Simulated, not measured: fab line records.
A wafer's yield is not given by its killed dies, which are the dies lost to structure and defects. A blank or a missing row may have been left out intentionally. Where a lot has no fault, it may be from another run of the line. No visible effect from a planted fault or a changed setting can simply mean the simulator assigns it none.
One fault through the eyes of 2 desks    flow gf180mcu    every desk sees just its own numbers, and what lay behind them comes last

THE TOOL OWNER'S DESK: lpcvd-02
The tool's own readings at GF_POLY_GATE_CVD_00 (deposits poly-Si, target thk 200 nm, time 1200 s): means of the sampled wafers that have a number, for each lot that ran on this tool. Any lot whose mean is over 4 standard deviations away from the usual mean is out of limits and marked OUT; that distance is given in the brackets.
Columns: A = spikeTcBottomC at GF_POLY_GATE_CVD_00, usual 638.8 C; B = spikeTcCentreC at GF_POLY_GATE_CVD_00, usual 620.4 C; C = spikeTcLowerC at GF_POLY_GATE_CVD_00, usual 620.9 C; D = spikeTcTopC at GF_POLY_GATE_CVD_00, usual 638.6 C; E = spikeTcUpperC at GF_POLY_GATE_CVD_00, usual 619.8 C; F = susceptorTempC at GF_POLY_GATE_CVD_00, usual 620.02 C; G = zonePowerCentrePct at GF_POLY_GATE_CVD_00, usual 10.12 %
lot   first seen here  A                B                C                D                 E                F                         G
L713  day 10 02:02     638.2            620.8            618.5            636.3             619.8            620.05                    9.90
L724  day 12 21:27     638.5            621.6            620.2            637.5             621.8            620.28                    9.92
L725  day 13 01:54     669.1 (+23) OUT  652.1 (+29) OUT  654.1 (+22) OUT  666.4 (+9.6) OUT  653.0 (+30) OUT  652.28 (+99 or more) OUT  10.93 (+4.8) OUT
L727  day 13 20:35     668.3 (+23) OUT  652.5 (+29) OUT  653.9 (+22) OUT  667.3 (+9.9) OUT  653.4 (+31) OUT  652.40 (+99 or more) OUT  11.02 (+5.3) OUT
L728  day 14 04:25     670.9 (+25) OUT  652.5 (+29) OUT  653.4 (+22) OUT  668.7 (+10) OUT   653.0 (+30) OUT  652.58 (+99 or more) OUT  10.95 (+4.9) OUT
This desk's verdict: out of limits on L725, L727, L728, starting with L725 at day 13 01:54 (spikeTcBottomC at GF_POLY_GATE_CVD_00). Within limits: L713, L724.

AT THE METROLOGY DESK
What the gauges read, lot by lot, whatever tool the lot ran on: means of the sampled wafers that have a number. Any lot whose mean is over 4 standard deviations away from the usual mean is out of limits and marked OUT; that distance is given in the brackets.
Columns: A = POLY_GATE_CVD_00_THK at GF_POLY_GATE_THK_MEAS_01, usual 199.8 nm; B = cdNm at GF_HV_LDD_CD_MEAS_31, usual 400.8 nm; C = HV_LDD_RS at GF_HV_LDD_RS_MEAS_53, usual 418.1 ohm/sq
lot   first seen here  A                        B      C
L708  day 8 14:01      200.9                    400.8  419.3
L710  day 9 10:13      199.8                    397.6  418.7
L712  day 9 22:18      198.2                    399.1  417.8
L713  day 10 03:25     200.3                    402.8  419.1
L716  day 10 15:25     201.6                    404.7  417.7
L718  day 11 02:35     197.9                    401.3  418.5
L724  day 12 22:47     199.9                    399.8  418.7
L725  day 13 03:14     394.1 (+99 or more) OUT  -      -
L726  day 13 11:54     198.3                    400.6  418.7
L727  day 13 21:55     395.0 (+99 or more) OUT  -      -
L728  day 14 05:45     391.5 (+99 or more) OUT  -      -
L730  day 14 17:50     198.3                    403.2  417.3
L729  day 14 17:50     199.7                    401.2  418.9
This desk's result: L725, L727, L728 out of limits, first on L725 (POLY_GATE_CVD_00_THK at GF_POLY_GATE_THK_MEAS_01), day 13 03:14. Within limits: L708, L710, L712, L713, L716, L718, L724, L726, L730, L729.

PUT TOGETHER
The tool owner's desk had the chance to raise an alarm at day 13 01:54 on L725, L727, L728.
Metrology desk: alarm possible at day 13 03:14 on L725, L727, L728.
Every lot named ran GF_POLY_GATE_CVD_00 on lpcvd-02.

WHAT WAS PUT IN BY THE SIMULATOR
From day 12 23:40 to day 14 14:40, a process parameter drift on lpcvd-02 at GF_POLY_GATE_CVD_00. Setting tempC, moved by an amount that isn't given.
Struck lots among those shown: L725, L727, L728.
Counting hours from when the fault started, the first reading out of limits came at 2 for the tool owner's desk and at 4 for the metrology desk.
